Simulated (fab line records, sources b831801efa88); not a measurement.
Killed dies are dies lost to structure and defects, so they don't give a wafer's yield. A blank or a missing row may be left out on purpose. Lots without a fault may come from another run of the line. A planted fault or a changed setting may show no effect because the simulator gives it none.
A struck lot beside a sound one | flow sfq_line | 14 steps out of a route of 325
Sound: wafers L830.2, L830.4, L830.5. Struck: wafers L821.1, L821.3, L821.5. The cause comes at the end.
At each step with rows: each side's tool, then ch and its chambers, then its first start. Under that, the readings that differ: sound wafers | struck wafers | difference of the means | sigmas: that difference in standard deviations of wafers without a fault.
alike: readings whose means differ by less than 2 such deviations, and words and numbers that are the same on both sides. not compared: withheld readings, readings that some wafer has no value for, bounds like >300 that may hide the same value, and numbers for which the record gives no deviation and whose values overlap.
The two part at a step that has a row with sigmas, a row that says differs or no value, or rows on one side only. Numbers that don't overlap but have no deviation are shown without sigmas and don't part them. A reading that every wafer of one side lacks parts them only if that side has two wafers or more.

SFQ_TRILAYER_M4_ETCH_METAL_ETCH_096: etches Nb in Cl2/Ar, stops on SiO2, target depth 240 nm, time 120 s.
  sound on rie_metal-03 ch 0,1, day 54 17:26; struck on rie_metal-03 ch 0,1, day 51 16:26
  alike: chamber_pressure_mTorr, drypump_motor_current_A, oes_product_au, rf_fwd_power_W
  not compared: rf_hours_counter_h
SFQ_TRILAYER_M4_STRIP_STRIP_097: strips in O2.
  sound on rie_metal-03 ch 0,1, day 54 17:33; struck on rie_metal-03 ch 0,1, day 51 16:34
  alike: chamber_pressure_mTorr, drypump_motor_current_A, oes_product_au
  not compared: rf_hours_counter_h
then, 1 step without rows for these wafers: SFQ_TRILAYER_M4_STRIP_SOLV_CLEAN_098 (cleans in NMP, time 600 s).
SFQ_TRILAYER_I4_DEP_PECVD_099: deposits SiO2 from SiH4/N2O, time 111.11 s, target thk 500 nm.
  sound on pecvd-03 ch 0,1, day 54 18:20; struck on pecvd-04 ch 0,1, day 51 17:20
  alike: heater_power_outer_w, heater_power_w, rf_fwd_power_W, susceptor_temp_C, throttle_valve_pct
SFQ_TRILAYER_I4_CMP_CMP_100: polishes SiO2.
  sound on cmp-02 ch 0,1,3, day 54 18:55; struck on cmp-02 ch 0,1,2, day 51 19:41
  alike: motor_current_A, time_to_endpoint_s
SFQ_I4_BOW_MEAS_927:
  sound on film_metro-04, day 54 21:26; struck on film_metro-03, day 51 22:41
  alike: I4_BOW
SFQ_TRILAYER_I4_METRO_MEASURE_101:
  sound on film_metro-04, day 54 21:44; struck on film_metro-03, day 51 22:49
  alike: thk_nm
then, 5 steps without rows for these wafers: SFQ_TRILAYER_I4_VIA_LITHO_COAT_108 (resist thk 62 nm); SFQ_TRILAYER_I4_VIA_LITHO_COAT_103 (resist thk 650 nm); SFQ_TRILAYER_I4_VIA_LITHO_SOFTBAKE_107; SFQ_TRILAYER_I4_VIA_LITHO_EXPOSE_104 (exposes mask I4, target cd 700 nm); SFQ_TRILAYER_I4_VIA_LITHO_PEB_106 (peb time 60 s).
-- the record jumps here: 5 days lie between the struck wafers' starts before and after --
SFQ_TRILAYER_I4_VIA_LITHO_DEVELOP_105: time 60 s.
  sound on litho_track-01 ch 0, day 60 05:21; struck on litho_track-01, day 57 05:12
  no value came back on the struck wafers for chill_plate_temp_C (C), exhaust_pa (Pa); on the sound wafers chill_plate_temp_C (C) reads 23.01 23.05 22.93
  reading                                                 | sound             | struck            | difference | sigmas
  model.KrF_of_TRILAYER_I4_VIA_LITHO_COAT_103.thk_nm (nm) | 623.3 624.4 624.1 | 648.6 651.5 650.3 | +26.2      |
SFQ_I4_OVL_MEAS_928:
  sound on overlay-01, day 60 05:29; struck on overlay-02, day 57 05:21
  reading     | sound | struck | difference                    | sigmas
  I4_OVL (nm) | 8 3 2 | - - -  | no value on the struck wafers |

WHERE THEY PART
First at SFQ_TRILAYER_I4_VIA_LITHO_DEVELOP_105; last, within this record, at SFQ_I4_OVL_MEAS_928.

WHY: what the simulator had put in
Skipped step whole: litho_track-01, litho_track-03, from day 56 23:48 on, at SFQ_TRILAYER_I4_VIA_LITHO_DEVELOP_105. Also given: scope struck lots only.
